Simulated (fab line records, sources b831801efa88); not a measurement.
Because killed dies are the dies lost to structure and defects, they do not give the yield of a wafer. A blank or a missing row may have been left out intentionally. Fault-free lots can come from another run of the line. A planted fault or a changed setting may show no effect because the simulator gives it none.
fab line records	flow gf180mcu
record lots=24	wafers=72	last-day=34
route steps=602 shown V3@451 M4@459 V4@491
lots untouched by any fault: they come from a run of this same line in which no faults occurred
start-h: hours from the record's first day to the start of the lot's first wafer shown	wait-h: hours elapsed since this lot's preceding step	" identical to the entry in the row above	L1.1+2: several wafers, shown together as one row	- either no value or no given start	* or withheld: withheld	< > ~ a bound
route shown NAME@n: NAME is a module with steps in the file, n the number in the route of the first one	usual: average and standard deviation across the fault-free wafers	same: alike in all rows	chamber/n: place in a boat	sites: readings site by site	_std_site: the values' standard deviation	_edge_site: inner sites' mean taken away from outer sites' mean	radius-mm: for every site, how far away it sits from the centre of the wafer	mask NAME#n: copy n	behind: the tool/chamber that last shaped the wafer	hold: why the lot went on hold/how many hours it stayed there/how the hold came to an end	device: the n, p or np transistor that did not switch	end of line: at the end of the route, the tests of the same wafers	a step without rows: its recipe alone	killed: at the first sort, the dies lost to defects and structure; wafer yield is something else	map: shows each die of a wafer: x if killed, . if not, _ if none is there
set.NAME: the run value of the setting; set.NAME@STEP: its run value at that earlier step	model.NAME: the simulator's own value behind a step, which no gauge read
route steps across a sampled set of lots; one table per step, one row per wafer
services: the hour from which a tool's chamber was out of use, counted from the record's first day as start-h (under 0 if before that day), plus the number of hours and why
## steps
# step GF_V3_SPUTTER_22
# recipe material=TiN	target-thk-nm=10	chamber-pressure-pa=5	power-w=4000	time-s=40
# usual chamber-pressure-pa=4.999/0.01	throttle-valve-pct=30.9/0.67
lot.wafer	tool	chamber	start-h	wait-h	chamber-pressure-pa	throttle-valve-pct
L074.3	pvd-sputter-03	-	530.42	0.0	4.990	32.0
L074.4	"	-	"	"	5.006	30.2
L074.6	"	-	"	"	5.009	30.5
L075.1	pvd-sputter-04	-	530.70	0.0	4.991	31.3
L075.2	"	-	"	"	4.987	30.9
L075.5	"	-	"	"	5.000	31.1
L076.2	pvd-sputter-02	-	542.89	0.0	4.996	29.2
L076.5	"	-	"	"	5.012	31.0
L076.6	"	-	"	"	4.999	30.3
L077.2	pvd-sputter-02	-	548.66	0.0	5.008	31.2
L077.3	"	-	"	"	5.008	29.5
L077.5	"	-	"	"	5.009	29.3
L078.1	pvd-sputter-02	-	553.56	0.0	4.985	30.0
L078.4	"	-	"	"	4.998	31.2
L078.6	"	-	"	"	4.981	30.4
L079.3	pvd-sputter-04	-	556.15	0.0	4.993	31.2
L079.4	"	-	"	"	4.991	31.5
L079.5	"	-	"	"	4.992	30.8
L080.1	pvd-sputter-04	-	568.70	0.0	4.986	31.3
L080.5	"	-	"	"	5.007	30.9
L080.6	"	-	"	"	5.001	31.3
L081.2	pvd-sputter-03	-	575.27	0.0	5.013	32.1
L081.3	"	-	"	"	4.984	30.2
L081.4	"	-	"	"	4.994	30.9
L082.3	pvd-sputter-04	-	587.14	0.0	4.996	31.0
L082.4	"	-	"	"	5.029	31.5
L082.5	"	-	"	"	4.990	30.8
L083.1	pvd-sputter-04	-	604.94	0.0	4.999	30.7
L083.2	"	-	"	"	5.013	31.5
L083.3	"	-	"	"	4.987	30.8
L084.2	pvd-sputter-03	-	606.48	0.0	5.007	30.5
L084.3	"	-	"	"	4.984	31.8
L084.4	"	-	"	"	5.002	30.1
L085.1	pvd-sputter-03	-	610.56	0.0	5.015	30.2
L085.4	"	-	"	"	4.985	32.1
L085.6	"	-	"	"	5.001	30.1
L086.1	pvd-sputter-04	-	618.90	0.0	5.007	31.2
L086.3	"	-	"	"	4.995	30.7
L086.6	"	-	"	"	4.998	31.2
L087.1	pvd-sputter-02	-	627.95	0.0	5.010	30.2
L087.5	"	-	"	"	4.992	29.6
L087.6	"	-	"	"	4.996	31.1
L088.3	pvd-sputter-02	-	634.14	0.0	5.000	29.5
L088.4	"	-	"	"	4.997	30.1
L088.5	"	-	"	"	5.002	30.4
L089.2	pvd-sputter-03	-	636.04	0.0	5.020	30.8
L089.4	"	-	"	"	5.003	30.4
L089.5	"	-	"	"	4.998	30.3
L090.1	pvd-sputter-04	-	641.76	0.0	4.988	30.8
L090.2	"	-	"	"	5.024	31.3
L090.4	"	-	"	"	5.012	30.9
L091.1	pvd-sputter-03	-	651.89	0.0	4.984	30.5
L091.2	"	-	"	"	4.995	31.7
L091.3	"	-	"	"	5.005	30.4
L092.1	pvd-sputter-03	-	655.89	0.0	5.027	31.8
L092.2	"	-	"	"	5.001	30.8
L092.5	"	-	"	"	5.015	31.9
L093.2	pvd-sputter-03	-	669.77	0.0	4.999	31.7
L093.3	"	-	"	"	5.001	30.3
L093.5	"	-	"	"	4.994	32.0
L094.1	pvd-sputter-04	-	673.49	0.0	5.017	31.3
L094.2	"	-	"	"	4.999	30.7
L094.4	"	-	"	"	4.993	30.7
L095.1	pvd-sputter-02	-	680.30	0.0	4.994	31.2
L095.2	"	-	"	"	4.972	30.4
L095.4	"	-	"	"	4.999	30.9
L096.2	pvd-sputter-03	-	686.70	0.0	4.992	30.2
L096.3	"	-	"	"	5.003	30.7
L096.6	"	-	"	"	5.007	32.1
L097.1	pvd-sputter-03	-	690.83	0.0	5.010	30.6
L097.2	"	-	"	"	5.011	31.9
L097.5	"	-	"	"	5.000	30.5
# step GF_V3_CVD_23
# recipe material=W	target-thk-nm=350	time-s=104.9	temp-c=400	pressure-torr=40
# usual heater-power-w=778/44
lot.wafer	tool	chamber	start-h	wait-h	heater-power-w
L074.3	cvd-w-02	1	530.50	0.1	712
L074.4	"	0	"	"	799
L074.6	"	1	"	"	722
L075.1	cvd-w-01	0	530.74	0.0	823
L075.2	"	1	"	"	741
L075.5	"	0	"	"	816
L076.2	cvd-w-02	0	542.93	0.0	775
L076.5	"	0	"	"	753
L076.6	"	1	"	"	752
L077.2	cvd-w-02	0	548.69	0.0	787
L077.3	"	1	"	"	725
L077.5	"	0	"	"	770
L078.1	cvd-w-02	0	553.60	0.0	796
L078.4	"	0	"	"	789
L078.6	"	1	"	"	740
L079.3	cvd-w-01	1	556.22	0.1	733
L079.4	"	0	"	"	816
L079.5	"	1	"	"	738
L080.1	cvd-w-01	0	568.74	0.0	840
L080.5	"	0	"	"	827
L080.6	"	1	"	"	725
L081.2	cvd-w-01	1	575.31	0.0	738
L081.3	"	1	"	"	739
L081.4	"	0	"	"	838
L082.3	cvd-w-01	1	587.21	0.1	746
L082.4	"	0	"	"	842
L082.5	"	0	"	"	804
L083.1	cvd-w-02	0	604.98	0.0	785
L083.2	"	1	"	"	729
L083.3	"	1	"	"	726
L084.2	cvd-w-02	1	606.52	0.0	753
L084.3	"	0	"	"	808
L084.4	"	1	"	"	739
L085.1	cvd-w-01	1	610.59	0.0	724
L085.4	"	1	"	"	764
L085.6	"	1	"	"	745
L086.1	cvd-w-01	0	618.93	0.0	812
L086.3	"	1	"	"	736
L086.6	"	1	"	"	746
L087.1	cvd-w-01	0	627.99	0.0	855
L087.5	"	1	"	"	755
L087.6	"	0	"	"	830
L088.3	cvd-w-02	0	634.21	0.1	800
L088.4	"	1	"	"	720
L088.5	"	1	"	"	740
L089.2	cvd-w-01	1	636.08	0.0	772
L089.4	"	0	"	"	838
L089.5	"	1	"	"	725
L090.1	cvd-w-01	1	641.79	0.0	752
L090.2	"	0	"	"	848
L090.4	"	1	"	"	751
L091.1	cvd-w-01	1	651.93	0.0	741
L091.2	"	0	"	"	835
L091.3	"	0	"	"	832
L092.1	cvd-w-01	0	655.93	0.0	842
L092.2	"	1	"	"	742
L092.5	"	1	"	"	736
L093.2	cvd-w-01	0	669.81	0.0	825
L093.3	"	1	"	"	722
L093.5	"	0	"	"	832
L094.1	cvd-w-02	1	673.53	0.0	719
L094.2	"	0	"	"	782
L094.4	"	0	"	"	784
L095.1	cvd-w-01	0	680.34	0.0	850
L095.2	"	1	"	"	738
L095.4	"	0	"	"	845
L096.2	cvd-w-01	0	686.74	0.0	846
L096.3	"	0	"	"	822
L096.6	"	0	"	"	850
L097.1	cvd-w-01	0	690.86	0.0	828
L097.2	"	1	"	"	733
L097.5	"	0	"	"	836
# step GF_M4_SPUTTER_03
# recipe material=Ti	target-thk-nm=10	substrate-temp-c=300	chamber-pressure-pa=0.3	power-w=3000	time-s=6.7
# usual chamber-pressure-pa=0.3000/0.00058	throttle-valve-pct=30.3/0.77
lot.wafer	tool	chamber	start-h	wait-h	chamber-pressure-pa	throttle-valve-pct
L074.3	pvd-sputter-01	-	531.21	0.0	0.3003	29.5
L074.4	"	-	"	"	0.3003	30.4
L074.6	"	-	"	"	0.2997	30.1
L075.1	pvd-sputter-03	-	531.49	0.0	0.3000	32.0
L075.2	"	-	"	"	0.2986	30.2
L075.5	"	-	"	"	0.2988	30.8
L076.2	pvd-sputter-01	-	543.68	0.0	0.2999	29.5
L076.5	"	-	"	"	0.3003	30.1
L076.6	"	-	"	"	0.3009	29.5
L077.2	pvd-sputter-03	-	549.45	0.0	0.3002	30.7
L077.3	"	-	"	"	0.3003	30.3
L077.5	"	-	"	"	0.3003	30.4
L078.1	pvd-sputter-03	-	554.35	0.0	0.3018	30.4
L078.4	"	-	"	"	0.2999	32.1
L078.6	"	-	"	"	0.3005	30.0
L079.3	pvd-sputter-01	-	556.94	0.0	0.2997	30.0
L079.4	"	-	"	"	0.3000	29.6
L079.5	"	-	"	"	0.3003	29.5
L080.1	pvd-sputter-03	-	569.49	0.0	0.2993	32.0
L080.5	"	-	"	"	0.2996	30.4
L080.6	"	-	"	"	0.2993	30.5
L081.2	pvd-sputter-04	-	576.06	0.0	0.3001	30.8
L081.3	"	-	"	"	0.3002	31.1
L081.4	"	-	"	"	0.2997	30.7
L082.3	pvd-sputter-01	-	587.93	0.0	0.2993	29.6
L082.4	"	-	"	"	0.3010	29.2
L082.5	"	-	"	"	0.2989	29.4
L083.1	pvd-sputter-01	-	605.73	0.0	0.2999	29.6
L083.2	"	-	"	"	0.3008	29.4
L083.3	"	-	"	"	0.3001	29.4
L084.2	pvd-sputter-01	-	607.27	0.0	0.2993	29.8
L084.3	"	-	"	"	0.2998	29.6
L084.4	"	-	"	"	0.3006	29.3
L085.1	pvd-sputter-01	-	611.35	0.0	0.3001	29.3
L085.4	"	-	"	"	0.3000	29.4
L085.6	"	-	"	"	0.3001	29.3
L086.1	pvd-sputter-01	-	619.69	0.0	0.3006	29.6
L086.3	"	-	"	"	0.2995	30.0
L086.6	"	-	"	"	0.2998	30.0
L087.1	pvd-sputter-04	-	628.74	0.0	0.2998	30.9
L087.5	"	-	"	"	0.3005	31.0
L087.6	"	-	"	"	0.2992	31.0
L088.3	pvd-sputter-03	-	635.15	0.0	0.3011	31.9
L088.4	"	-	"	"	0.2990	30.3
L088.5	"	-	"	"	0.3001	30.8
L089.2	pvd-sputter-04	-	636.83	0.0	0.3001	31.5
L089.4	"	-	"	"	0.2997	30.8
L089.5	"	-	"	"	0.2993	30.9
L090.1	pvd-sputter-03	-	642.67	0.0	0.2988	30.3
L090.2	"	-	"	"	0.2986	30.6
L090.4	"	-	"	"	0.2998	30.6
L091.1	pvd-sputter-03	-	652.68	0.0	0.2999	30.2
L091.2	"	-	"	"	0.3000	30.7
L091.3	"	-	"	"	0.2998	30.3
L092.1	pvd-sputter-04	-	656.68	0.0	0.3003	31.3
L092.2	"	-	"	"	0.3000	30.8
L092.5	"	-	"	"	0.3004	31.4
L093.2	pvd-sputter-04	-	670.56	0.0	0.3008	31.1
L093.3	"	-	"	"	0.2993	31.4
L093.5	"	-	"	"	0.3002	31.0
L094.1	pvd-sputter-01	-	674.28	0.0	0.3005	29.4
L094.2	"	-	"	"	0.3003	29.9
L094.4	"	-	"	"	0.2994	29.1
L095.1	pvd-sputter-01	-	681.23	0.0	0.3002	29.9
L095.2	"	-	"	"	0.3009	29.5
L095.4	"	-	"	"	0.3007	29.4
L096.2	pvd-sputter-03	-	687.50	0.0	0.2997	30.3
L096.3	"	-	"	"	0.2999	30.5
L096.6	"	-	"	"	0.2996	30.5
L097.1	pvd-sputter-01	-	691.62	0.0	0.3005	29.6
L097.2	"	-	"	"	0.2998	29.4
L097.5	"	-	"	"	0.2998	30.1
# step GF_M4_SPUTTER_04
# recipe material=TiN	target-thk-nm=50	power-w=6500	time-s=41.7	chamber-pressure-pa=0.4
# usual chamber-pressure-pa=0.4000/0.00084	throttle-valve-pct=30.3/0.78
lot.wafer	tool	chamber	start-h	wait-h	chamber-pressure-pa	throttle-valve-pct
L074.3	pvd-sputter-01	-	531.23	0.0	0.3995	29.4
L074.4	"	-	"	"	0.3990	29.9
L074.6	"	-	"	"	0.3994	29.8
L075.1	pvd-sputter-03	-	531.51	0.0	0.3989	31.9
L075.2	"	-	"	"	0.4001	30.4
L075.5	"	-	"	"	0.3999	30.4
L076.2	pvd-sputter-01	-	543.70	0.0	0.3999	29.7
L076.5	"	-	"	"	0.4007	30.2
L076.6	"	-	"	"	0.4014	29.1
L077.2	pvd-sputter-03	-	549.47	0.0	0.4001	30.8
L077.3	"	-	"	"	0.3999	30.3
L077.5	"	-	"	"	0.3998	30.4
L078.1	pvd-sputter-03	-	554.37	0.0	0.4004	30.5
L078.4	"	-	"	"	0.4003	32.0
L078.6	"	-	"	"	0.3999	30.2
L079.3	pvd-sputter-01	-	556.96	0.0	0.3990	30.1
L079.4	"	-	"	"	0.4009	29.6
L079.5	"	-	"	"	0.4002	29.6
L080.1	pvd-sputter-03	-	569.51	0.0	0.3991	32.3
L080.5	"	-	"	"	0.3996	30.4
L080.6	"	-	"	"	0.3986	30.4
L081.2	pvd-sputter-04	-	576.08	0.0	0.4013	30.9
L081.3	"	-	"	"	0.4011	31.3
L081.4	"	-	"	"	0.4011	30.9
L082.3	pvd-sputter-01	-	587.95	0.0	0.3992	29.6
L082.4	"	-	"	"	0.3995	29.4
L082.5	"	-	"	"	0.4007	29.4
L083.1	pvd-sputter-01	-	605.75	0.0	0.4007	29.5
L083.2	"	-	"	"	0.4016	29.5
L083.3	"	-	"	"	0.3989	29.6
L084.2	pvd-sputter-01	-	607.29	0.0	0.4000	29.8
L084.3	"	-	"	"	0.4004	29.3
L084.4	"	-	"	"	0.3999	29.2
L085.1	pvd-sputter-01	-	611.37	0.0	0.4007	29.3
L085.4	"	-	"	"	0.4005	29.5
L085.6	"	-	"	"	0.4024	29.5
L086.1	pvd-sputter-01	-	619.71	0.0	0.3991	29.4
L086.3	"	-	"	"	0.3997	30.3
L086.6	"	-	"	"	0.3999	29.9
L087.1	pvd-sputter-04	-	628.76	0.0	0.3985	30.9
L087.5	"	-	"	"	0.4011	30.6
L087.6	"	-	"	"	0.4005	31.1
L088.3	pvd-sputter-03	-	635.17	0.0	0.4000	31.8
L088.4	"	-	"	"	0.4012	30.7
L088.5	"	-	"	"	0.3995	30.8
L089.2	pvd-sputter-04	-	636.85	0.0	0.4000	31.2
L089.4	"	-	"	"	0.3990	30.6
L089.5	"	-	"	"	0.3997	30.7
L090.1	pvd-sputter-03	-	642.69	0.0	0.3990	30.3
L090.2	"	-	"	"	0.3996	30.5
L090.4	"	-	"	"	0.4016	30.7
L091.1	pvd-sputter-03	-	652.70	0.0	0.3985	30.2
L091.2	"	-	"	"	0.3984	30.2
L091.3	"	-	"	"	0.3989	30.5
L092.1	pvd-sputter-04	-	656.70	0.0	0.3991	31.6
L092.2	"	-	"	"	0.3995	31.3
L092.5	"	-	"	"	0.3999	31.2
L093.2	pvd-sputter-04	-	670.58	0.0	0.4012	31.4
L093.3	"	-	"	"	0.4008	31.5
L093.5	"	-	"	"	0.4005	31.1
L094.1	pvd-sputter-01	-	674.30	0.0	0.4005	29.4
L094.2	"	-	"	"	0.3985	29.8
L094.4	"	-	"	"	0.4004	29.4
L095.1	pvd-sputter-01	-	681.25	0.0	0.3998	30.0
L095.2	"	-	"	"	0.4011	29.5
L095.4	"	-	"	"	0.3997	29.5
L096.2	pvd-sputter-03	-	687.52	0.0	0.3993	30.1
L096.3	"	-	"	"	0.4001	30.5
L096.6	"	-	"	"	0.4003	30.4
L097.1	pvd-sputter-01	-	691.64	0.0	0.4003	29.6
L097.2	"	-	"	"	0.3985	29.6
L097.5	"	-	"	"	0.4003	30.1
# step GF_V4_OVL_MEAS_15
# usual V4_OVL=0/6.4
lot.wafer	tool	chamber	start-h	wait-h	V4_OVL[nm]
L074.3	overlay-02	-	576.97	0.1	-8
L074.4	"	-	"	"	-10
L074.6	"	-	"	"	-12
L075.1	overlay-02	-	577.61	0.1	0
L075.2	"	-	"	"	2
L075.5	"	-	"	"	3
L076.2	overlay-02	-	588.99	0.1	-5
L076.5	"	-	"	"	9
L076.6	"	-	"	"	5
L077.2	overlay-02	-	594.44	0.1	0
L077.3	"	-	"	"	-4
L077.5	"	-	"	"	-4
L078.1	overlay-02	-	598.76	0.1	-2
L078.4	"	-	"	"	7
L078.6	"	-	"	"	-2
L079.3	overlay-01	-	601.40	0.1	-11
L079.4	"	-	"	"	-4
L079.5	"	-	"	"	-2
L080.1	overlay-01	-	614.39	0.1	1
L080.5	"	-	"	"	-10
L080.6	"	-	"	"	-11
L081.2	overlay-02	-	619.59	0.1	3
L081.3	"	-	"	"	8
L081.4	"	-	"	"	5
L082.3	overlay-01	-	630.42	0.1	4
L082.4	"	-	"	"	-3
L082.5	"	-	"	"	5
L083.1	overlay-02	-	647.09	0.1	-2
L083.2	"	-	"	"	-5
L083.3	"	-	"	"	-1
L084.2	overlay-02	-	650.14	0.1	11
L084.3	"	-	"	"	9
L084.4	"	-	"	"	4
L085.1	overlay-02	-	653.24	0.1	-3
L085.4	"	-	"	"	-6
L085.6	"	-	"	"	-8
L086.1	overlay-02	-	661.01	0.1	13
L086.3	"	-	"	"	-1
L086.6	"	-	"	"	0
L087.1	overlay-02	-	670.89	0.1	8
L087.5	"	-	"	"	4
L087.6	"	-	"	"	2
L088.3	overlay-01	-	676.65	0.1	1
L088.4	"	-	"	"	10
L088.5	"	-	"	"	1
L089.2	overlay-02	-	678.65	0.1	2
L089.4	"	-	"	"	2
L089.5	"	-	"	"	-6
L090.1	overlay-01	-	684.56	0.1	-1
L090.2	"	-	"	"	-1
L090.4	"	-	"	"	-3
L091.1	overlay-02	-	693.71	0.1	-11
L091.2	"	-	"	"	-14
L091.3	"	-	"	"	-9
L092.1	overlay-01	-	696.84	0.1	6
L092.2	"	-	"	"	8
L092.5	"	-	"	"	8
L093.2	overlay-01	-	709.68	0.1	8
L093.3	"	-	"	"	0
L093.5	"	-	"	"	4
L094.1	overlay-01	-	712.74	0.1	3
L094.2	"	-	"	"	4
L094.4	"	-	"	"	-2
L095.1	overlay-02	-	719.79	0.1	2
L095.2	"	-	"	"	-2
L095.4	"	-	"	"	2
L096.2	overlay-01	-	725.80	0.1	-5
L096.3	"	-	"	"	0
L096.6	"	-	"	"	-4
L097.1	overlay-01	-	729.26	0.1	-4
L097.2	"	-	"	"	-11
L097.5	"	-	"	"	-3
# step GF_V4_ETCH_16
# recipe chemistry=N2/H2	target-depth-a=withheld	overetch-a=withheld	time-s=withheld	target=BARC	ion-energy-ev=200	source-w=500	bias-w=100	pressure-mtorr=30	n2-flow-sccm=100	h2-flow-sccm=200
# usual drypump-motor-current-A=5.7/0.49	oes-product-au=0.855/0.0046	throttle-valve-pct=13.223/0.0092
lot.wafer	tool	chamber	start-h	wait-h	drypump-motor-current-A	oes-product-au	throttle-valve-pct
L074.3	rie-diel-01	2	577.00	0.0	5.6	0.860	13.237
L074.4	"	3	"	"	6.6	0.859	13.227
L074.6	"	2	"	"	5.6	0.855	13.229
L075.1	rie-diel-03	3	577.65	0.0	5.9	0.849	13.211
L075.2	"	0	"	"	5.4	0.853	13.216
L075.5	"	1	"	"	5.4	0.853	13.220
L076.2	rie-diel-02	2	589.02	0.0	6.2	0.847	13.239
L076.5	"	0	"	"	5.7	0.849	13.228
L076.6	"	1	"	"	5.3	0.854	13.217
L077.2	rie-diel-03	3	594.47	0.0	5.9	0.847	13.211
L077.3	"	1	"	"	5.5	0.854	13.232
L077.5	"	2	"	"	4.8	0.865	13.208
L078.1	rie-diel-02	3	598.80	0.0	5.3	0.843	13.216
L078.4	"	1	"	"	5.4	0.859	13.227
L078.6	"	3	"	"	5.4	0.861	13.215
L079.3	rie-diel-01	3	601.42	0.0	6.5	0.859	13.188
L079.4	"	1	"	"	6.3	0.852	13.215
L079.5	"	3	"	"	6.5	0.851	13.218
L080.1	rie-diel-02	1	614.43	0.0	5.3	0.859	13.213
L080.5	"	2	"	"	6.2	0.860	13.214
L080.6	"	1	"	"	5.3	0.855	13.222
L081.2	rie-diel-02	2	619.62	0.0	6.2	0.851	13.216
L081.3	"	2	"	"	6.2	0.857	13.234
L081.4	"	1	"	"	5.3	0.859	13.219
L082.3	rie-diel-03	2	630.44	0.0	4.8	0.858	13.233
L082.4	"	3	"	"	5.9	0.853	13.229
L082.5	"	0	"	"	5.4	0.860	13.214
L083.1	rie-diel-03	0	647.12	0.0	5.4	0.858	13.220
L083.2	"	3	"	"	5.9	0.855	13.225
L083.3	"	2	"	"	4.8	0.852	13.225
L084.2	rie-diel-02	2	650.17	0.0	6.2	0.861	13.209
L084.3	"	3	"	"	5.3	0.853	13.206
L084.4	"	0	"	"	5.6	0.856	13.215
L085.1	rie-diel-01	2	653.28	0.0	5.6	0.859	13.231
L085.4	"	0	"	"	6.1	0.848	13.241
L085.6	"	0	"	"	6.1	0.854	13.221
L086.1	rie-diel-01	2	661.04	0.0	5.6	0.853	13.228
L086.3	"	3	"	"	6.5	0.859	13.232
L086.6	"	2	"	"	5.6	0.860	13.214
L087.1	rie-diel-01	2	670.93	0.0	5.6	0.853	13.219
L087.5	"	2	"	"	5.6	0.856	13.209
L087.6	"	3	"	"	6.5	0.848	13.211
L088.3	rie-diel-01	0	676.67	0.0	6.1	0.855	13.229
L088.4	"	2	"	"	5.6	0.858	13.227
L088.5	"	2	"	"	5.6	0.860	13.219
L089.2	rie-diel-03	3	678.68	0.0	5.9	0.855	13.204
L089.4	"	0	"	"	5.4	0.851	13.210
L089.5	"	3	"	"	5.9	0.859	13.218
L090.1	rie-diel-03	1	684.59	0.0	5.5	0.848	13.222
L090.2	"	2	"	"	4.8	0.853	13.228
L090.4	"	3	"	"	5.9	0.848	13.228
L091.1	rie-diel-01	1	693.74	0.0	6.3	0.857	13.229
L091.2	"	3	"	"	6.6	0.853	13.218
L091.3	"	2	"	"	5.6	0.854	13.218
L092.1	rie-diel-02	1	696.87	0.0	5.3	0.851	13.233
L092.2	"	2	"	"	6.2	0.851	13.227
L092.5	"	1	"	"	5.3	0.854	13.242
L093.2	rie-diel-03	2	709.71	0.0	4.8	0.855	13.220
L093.3	"	3	"	"	5.9	0.852	13.233
L093.5	"	3	"	"	5.9	0.852	13.211
L094.1	rie-diel-01	1	712.77	0.0	6.3	0.855	13.213
L094.2	"	0	"	"	6.1	0.856	13.207
L094.4	"	2	"	"	5.6	0.857	13.237
L095.1	rie-diel-03	2	719.83	0.0	4.8	0.856	13.213
L095.2	"	3	"	"	5.9	0.851	13.220
L095.4	"	1	"	"	5.5	0.849	13.233
L096.2	rie-diel-02	2	725.83	0.0	6.2	0.857	13.226
L096.3	"	0	"	"	5.7	0.844	13.227
L096.6	"	3	"	"	5.3	0.852	13.219
L097.1	rie-diel-03	3	729.29	0.0	5.9	0.866	13.231
L097.2	"	2	"	"	4.8	0.852	13.225
L097.5	"	3	"	"	5.9	0.844	13.224
## services
tool	chamber	start-h	hours	kind
pvd-sputter-02	-	509.83	4.9	repair
pvd-sputter-02	-	516.48	3.0	repair
cvd-w-02	-	518.06	10.2	repair
pvd-sputter-03	-	524.22	0.6	repair
pvd-sputter-02	-	586.00	38.3	repair
cvd-w-01	0	600.55	7.3	repair
pvd-sputter-03	3	608.24	-	consumable-replace:kit
pvd-sputter-03	3	608.24	18.0	scheduled-down
pvd-sputter-03	3	608.24	18.0	vent-cycle
rie-diel-02	0	609.95	13.5	repair
rie-diel-03	-	613.53	2.8	pm
rie-diel-03	2	638.54	7.6	repair
pvd-sputter-02	-	643.78	4.5	repair
rie-diel-03	1	646.99	6.2	repair
pvd-sputter-03	-	647.45	1.2	repair
rie-diel-02	-	652.42	28.1	pm
cvd-w-01	-	659.11	3.8	pm
rie-diel-03	2	674.48	1.7	repair
rie-diel-03	1	674.76	4.3	repair
pvd-sputter-04	-	675.67	5.4	repair
rie-diel-01	-	677.19	2.8	pm
rie-diel-01	-	687.15	4.3	pm
pvd-sputter-04	-	690.43	2.2	repair
cvd-w-01	1	718.59	1.8	repair
## key
fault none
